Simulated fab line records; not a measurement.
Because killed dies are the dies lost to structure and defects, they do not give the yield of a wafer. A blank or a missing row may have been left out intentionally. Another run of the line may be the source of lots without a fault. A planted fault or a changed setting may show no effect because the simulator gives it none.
What tool caused it? || flow sky130 || Sampling: 10 lots, 30 wafers, 6 of 708 route steps

## WHAT THE GAUGES READ, wafer by wafer
SKY_POLY_CUT_CD_MEAS_08: the cd target is 270 nm. Usual: 270.1 nm for cd_nm, sd 1.2.
{"lot": "L157", "measured": "day 26 01:43", "on": "cd_sem-01", "cd_nm (nm)": "269.4 270.5 271.7", "flag": ""}
{"lot": "L158", "measured": "day 26 15:46", "on": "cd_sem-02", "cd_nm (nm)": "269.2 269.3 268.6", "flag": ""}
{"lot": "L162", "measured": "day 27 17:31", "on": "cd_sem-02", "cd_nm (nm)": "266.7 268.0 269.3", "flag": ""}
{"lot": "L165", "measured": "day 28 14:08", "on": "cd_sem-01", "cd_nm (nm)": "270.0 270.4 269.0", "flag": ""}
{"lot": "L164", "measured": "day 28 18:01", "on": "cd_sem-02", "cd_nm (nm)": "270.0 269.0 270.3", "flag": ""}
{"lot": "L168", "measured": "day 29 09:28", "on": "cd_sem-02", "cd_nm (nm)": "269.3 271.4 269.7", "flag": ""}
{"lot": "L167", "measured": "day 29 14:07", "on": "cd_sem-02", "cd_nm (nm)": "271.3 271.5 270.6", "flag": ""}
{"lot": "L172", "measured": "day 30 20:08", "on": "cd_sem-02", "cd_nm (nm)": "269.9 270.8 271.2", "flag": ""}
{"lot": "L173", "measured": "day 31 00:14", "on": "cd_sem-02", "cd_nm (nm)": "269.4 269.6 269.7", "flag": ""}
{"lot": "L174", "measured": "day 31 13:28", "on": "cd_sem-02", "cd_nm (nm)": "272.4 271.9 270.5", "flag": ""}

SKY_SD_N_TW_MEAS_12. Usual: SD_N_TW 3963, standard deviation 33.
{"lot": "L157", "measured": "day 29 17:20", "on": "film_metro-02", "SD_N_TW": "3903 3908 3917", "flag": ""}
{"lot": "L158", "measured": "day 30 05:53", "on": "film_metro-02", "SD_N_TW": "3930 3916 3941", "flag": ""}
{"lot": "L162", "measured": "day 31 06:14", "on": "film_metro-04", "SD_N_TW": "3976 3995 3960", "flag": ""}
{"lot": "L165", "measured": "day 32 03:59", "on": "film_metro-04", "SD_N_TW": "3878 3852 3846", "flag": "OFF"}
{"lot": "L164", "measured": "day 32 05:38", "on": "film_metro-02", "SD_N_TW": "3799 3801 3795 3806 3814 3768", "flag": "OFF"}
{"lot": "L168", "measured": "day 32 19:35", "on": "film_metro-01", "SD_N_TW": "3971 3969 3974", "flag": ""}
{"lot": "L167", "measured": "day 33 01:38", "on": "film_metro-01", "SD_N_TW": "3984 3971 3983", "flag": ""}
{"lot": "L172", "measured": "day 34 05:18", "on": "film_metro-04", "SD_N_TW": "3993 4005 3982", "flag": ""}
{"lot": "L173", "measured": "day 34 10:08", "on": "film_metro-02", "SD_N_TW": "3940 3926 3936", "flag": ""}
{"lot": "L174", "measured": "day 35 18:39", "on": "film_metro-02", "SD_N_TW": "3924 3920 3921", "flag": ""}

SKY_SD_N_RS_MEAS_16: a four-point-probe measurement. Usual: SD_N_RS 68.60 ohm/sq, standard deviation 0.11.
{"lot": "L157", "measured": "day 29 17:38", "on": "film_metro-01", "SD_N_RS (ohm/sq)": "68.71 68.66 68.84", "flag": ""}
{"lot": "L158", "measured": "day 30 06:11", "on": "film_metro-01", "SD_N_RS (ohm/sq)": "68.71 68.70 68.56", "flag": ""}
{"lot": "L162", "measured": "day 31 06:31", "on": "film_metro-02", "SD_N_RS (ohm/sq)": "68.79 68.61 68.71", "flag": ""}
{"lot": "L165", "measured": "day 32 04:17", "on": "film_metro-02", "SD_N_RS (ohm/sq)": "73.15 73.11 73.16 73.16 73.00 73.15", "flag": "OFF"}
{"lot": "L164", "measured": "day 32 07:21", "on": "film_metro-04", "SD_N_RS (ohm/sq)": "73.06 72.97 73.06 72.91 73.07 72.89", "flag": "OFF"}
{"lot": "L168", "measured": "day 32 19:52", "on": "film_metro-01", "SD_N_RS (ohm/sq)": "68.78 68.78 68.70", "flag": ""}
{"lot": "L167", "measured": "day 33 01:55", "on": "film_metro-04", "SD_N_RS (ohm/sq)": "68.64 68.63 68.69", "flag": ""}
{"lot": "L172", "measured": "day 34 05:36", "on": "film_metro-02", "SD_N_RS (ohm/sq)": "68.37 68.43 68.60", "flag": ""}
{"lot": "L173", "measured": "day 34 10:25", "on": "film_metro-04", "SD_N_RS (ohm/sq)": "68.68 68.72 68.57", "flag": ""}
{"lot": "L174", "measured": "day 35 18:56", "on": "film_metro-04", "SD_N_RS (ohm/sq)": "68.54 68.54 68.64", "flag": ""}

SKY_LI_CONTACT_CD_MEAS_12: the cd target is 170 nm. Usual: 170.6 nm for cd_nm, sd 1.6.
{"lot": "L157", "measured": "day 30 22:11", "on": "cd_sem-01", "cd_nm (nm)": "168.3 169.4 171.6", "flag": ""}
{"lot": "L158", "measured": "day 31 10:47", "on": "cd_sem-01", "cd_nm (nm)": "173.0 171.1 169.6", "flag": ""}
{"lot": "L162", "measured": "day 32 11:16", "on": "cd_sem-02", "cd_nm (nm)": "172.9 171.9 171.4", "flag": ""}
{"lot": "L165", "measured": "day 33 07:38", "on": "cd_sem-01", "cd_nm (nm)": "174.4 173.2 173.7", "flag": ""}
{"lot": "L164", "measured": "day 33 09:38", "on": "cd_sem-02", "cd_nm (nm)": "172.2 172.6 171.8", "flag": ""}
{"lot": "L168", "measured": "day 33 23:28", "on": "cd_sem-01", "cd_nm (nm)": "171.5 171.2 171.6", "flag": ""}
{"lot": "L167", "measured": "day 34 05:04", "on": "cd_sem-01", "cd_nm (nm)": "168.7 170.3 169.1", "flag": ""}
{"lot": "L172", "measured": "day 35 21:01", "on": "cd_sem-01", "cd_nm (nm)": "169.7 169.8 169.6", "flag": ""}
{"lot": "L173", "measured": "day 35 22:54", "on": "cd_sem-01", "cd_nm (nm)": "169.7 170.5 172.1", "flag": ""}
{"lot": "L174", "measured": "day 36 11:46", "on": "cd_sem-01", "cd_nm (nm)": "170.3 170.0 169.4", "flag": ""}

## EACH LOT AND THE TOOL THAT RAN IT (in order: tool; ch and the chambers of the sampled wafers; start)
{"lot": "L157", "SKY_SD_N_IMPLANT_09": "implanter-03 ch 0, day 29 16:56", "SKY_SD_N_STRIP_11": "plasma_asher-02 ch 0,1, day 29 17:14"}
{"lot": "L158", "SKY_SD_N_IMPLANT_09": "implanter-02 ch 0, day 30 05:29", "SKY_SD_N_STRIP_11": "plasma_asher-01 ch 0,1, day 30 05:47"}
{"lot": "L162", "SKY_SD_N_IMPLANT_09": "implanter-02 ch 0, day 31 05:50", "SKY_SD_N_STRIP_11": "plasma_asher-03 ch 0,1, day 31 06:08"}
{"lot": "L165", "SKY_SD_N_IMPLANT_09": "implanter-02 ch 0, day 32 03:37", "SKY_SD_N_STRIP_11": "plasma_asher-01 ch 0,1, day 32 03:53"}
{"lot": "L164", "SKY_SD_N_IMPLANT_09": "implanter-02 ch 0, day 32 05:14", "SKY_SD_N_STRIP_11": "plasma_asher-01 ch 0,1, day 32 05:32"}
{"lot": "L168", "SKY_SD_N_IMPLANT_09": "implanter-03 ch 0, day 32 19:11", "SKY_SD_N_STRIP_11": "plasma_asher-03 ch 0,1, day 32 19:29"}
{"lot": "L167", "SKY_SD_N_IMPLANT_09": "implanter-03 ch 0, day 33 01:14", "SKY_SD_N_STRIP_11": "plasma_asher-03 ch 0,1, day 33 01:32"}
{"lot": "L172", "SKY_SD_N_IMPLANT_09": "implanter-03 ch 0, day 34 04:56", "SKY_SD_N_STRIP_11": "plasma_asher-01 ch 0,1, day 34 05:13"}
{"lot": "L173", "SKY_SD_N_IMPLANT_09": "implanter-01 ch 0, day 34 09:44", "SKY_SD_N_STRIP_11": "plasma_asher-02 ch 0,1, day 34 10:02"}
{"lot": "L174", "SKY_SD_N_IMPLANT_09": "implanter-01 ch 0, day 35 18:15", "SKY_SD_N_STRIP_11": "plasma_asher-03 ch 0,1, day 35 18:33"}
- SKY_SD_N_IMPLANT_09
- SKY_SD_N_STRIP_11: strips in O2/N2.

## WHAT THE TOOLS THEMSELVES READ (means of the sampled wafers that have a number; where no wafer has one, the mark that the record gives instead)
SKY_SD_N_IMPLANT_09. Usual: beam_energy_keV 50.003, standard deviation 0.017; dose_ions_cm2 4e+15, standard deviation 4.1e+12.
{"lot": "L157", "tool": "implanter-03", "beam_energy_keV": 49.987, "dose_ions_cm2": 4e+15, "flag": ""}
{"lot": "L158", "tool": "implanter-02", "beam_energy_keV": 49.999, "dose_ions_cm2": 4e+15, "flag": ""}
{"lot": "L162", "tool": "implanter-02", "beam_energy_keV": 50.015, "dose_ions_cm2": 4e+15, "flag": ""}
{"lot": "L165", "tool": "implanter-02", "beam_energy_keV": 44.166, "dose_ions_cm2": 4e+15, "flag": "OFF"}
{"lot": "L164", "tool": "implanter-02", "beam_energy_keV": 44.172, "dose_ions_cm2": 4e+15, "flag": "OFF"}
{"lot": "L168", "tool": "implanter-03", "beam_energy_keV": 50.014, "dose_ions_cm2": 4e+15, "flag": ""}
{"lot": "L167", "tool": "implanter-03", "beam_energy_keV": 50.009, "dose_ions_cm2": 4e+15, "flag": ""}
{"lot": "L172", "tool": "implanter-03", "beam_energy_keV": 49.990, "dose_ions_cm2": 4e+15, "flag": ""}
{"lot": "L173", "tool": "implanter-01", "beam_energy_keV": 50.020, "dose_ions_cm2": 4e+15, "flag": ""}
{"lot": "L174", "tool": "implanter-01", "beam_energy_keV": 49.993, "dose_ions_cm2": 4e+15, "flag": ""}

SKY_SD_N_STRIP_11. Usual: chamber_pressure_mTorr 1499.9 mTorr, standard deviation 1.4; drypump_motor_current_A 5.3 A, standard deviation 0.35; oes_product_au 0.528 a.u., standard deviation 0.0042; strip_time_to_endpoint_s 22.54 s, standard deviation 0.045.
{"lot": "L157", "tool": "plasma_asher-02", "chamber_pressure_mTorr (mTorr)": 1500.2, "drypump_motor_current_A (A)": 5.7, "oes_product_au (a.u.)": 0.527, "strip_time_to_endpoint_s (s)": 22.59, "flag": ""}
{"lot": "L158", "tool": "plasma_asher-01", "chamber_pressure_mTorr (mTorr)": 1498.9, "drypump_motor_current_A (A)": 5.1, "oes_product_au (a.u.)": 0.531, "strip_time_to_endpoint_s (s)": 22.56, "flag": ""}
{"lot": "L162", "tool": "plasma_asher-03", "chamber_pressure_mTorr (mTorr)": 1500.5, "drypump_motor_current_A (A)": 5.4, "oes_product_au (a.u.)": 0.530, "strip_time_to_endpoint_s (s)": 22.51, "flag": ""}
{"lot": "L165", "tool": "plasma_asher-01", "chamber_pressure_mTorr (mTorr)": 1501.3, "drypump_motor_current_A (A)": 5.0, "oes_product_au (a.u.)": 0.543, "strip_time_to_endpoint_s (s)": 21.67, "flag": "OFF"}
{"lot": "L164", "tool": "plasma_asher-01", "chamber_pressure_mTorr (mTorr)": 1499.4, "drypump_motor_current_A (A)": 5.1, "oes_product_au (a.u.)": 0.543, "strip_time_to_endpoint_s (s)": 21.64, "flag": "OFF"}
{"lot": "L168", "tool": "plasma_asher-03", "chamber_pressure_mTorr (mTorr)": 1499.1, "drypump_motor_current_A (A)": 5.4, "oes_product_au (a.u.)": 0.534, "strip_time_to_endpoint_s (s)": 22.56, "flag": ""}
{"lot": "L167", "tool": "plasma_asher-03", "chamber_pressure_mTorr (mTorr)": 1500.3, "drypump_motor_current_A (A)": 5.5, "oes_product_au (a.u.)": 0.525, "strip_time_to_endpoint_s (s)": 22.46, "flag": ""}
{"lot": "L172", "tool": "plasma_asher-01", "chamber_pressure_mTorr (mTorr)": 1500.4, "drypump_motor_current_A (A)": 5.0, "oes_product_au (a.u.)": 0.525, "strip_time_to_endpoint_s (s)": 22.52, "flag": ""}
{"lot": "L173", "tool": "plasma_asher-02", "chamber_pressure_mTorr (mTorr)": 1500.7, "drypump_motor_current_A (A)": 5.4, "oes_product_au (a.u.)": 0.524, "strip_time_to_endpoint_s (s)": 22.51, "flag": ""}
{"lot": "L174", "tool": "plasma_asher-03", "chamber_pressure_mTorr (mTorr)": 1499.9, "drypump_motor_current_A (A)": 5.5, "oes_product_au (a.u.)": 0.527, "strip_time_to_endpoint_s (s)": 22.55, "flag": ""}

## THE ANSWER, worked out from the rows above alone
Rule: take the mean of a lot's wafers that have a number; if it is more than 3 standard deviations from the usual mean, the lot is off. Also off: a lot with no number at a reading for which 4 or more lots have one. The other lots that the step has rows for count as sound. The gauges are gone through in route order, then the tools' own readings, and for those a lot's mean is taken as printed above. The first step at which some lot is off is used, and at that step the reading that is off furthest; a lot without a number counts as furthest.
Off: L165, L164, at SKY_SD_N_TW_MEAS_12 (SD_N_TW).
If a tool, at a process step before that reading, ran all the lots that are off and no sound lot after the first of them, it fits. The gauges at SKY_SD_N_TW_MEAS_12 aren't tried: what is off there is off at SKY_SD_N_IMPLANT_09 too, on other tools, and a gauge's error can't cause that. One candidate fits, namely implanter-02 at SKY_SD_N_IMPLANT_09. A fault onset in the window from L162 (day 31 05:50, its last sound lot) to L165 (day 32 03:37, its first lot off) fits.
On the lots that are off, the tool's own readings at SKY_SD_N_IMPLANT_09 differ by more than 5 times the standard deviation of the sound lots' means, which bears it out; beam_energy_keV reads 44.169 there versus 50.003 on the sound lots.

## WHAT THE SIMULATOR PUT IN
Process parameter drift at SKY_SD_N_IMPLANT_09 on implanter-02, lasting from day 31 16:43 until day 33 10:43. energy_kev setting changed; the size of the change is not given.
Struck lots among those shown: L165, L164. The same result came from the rule above.
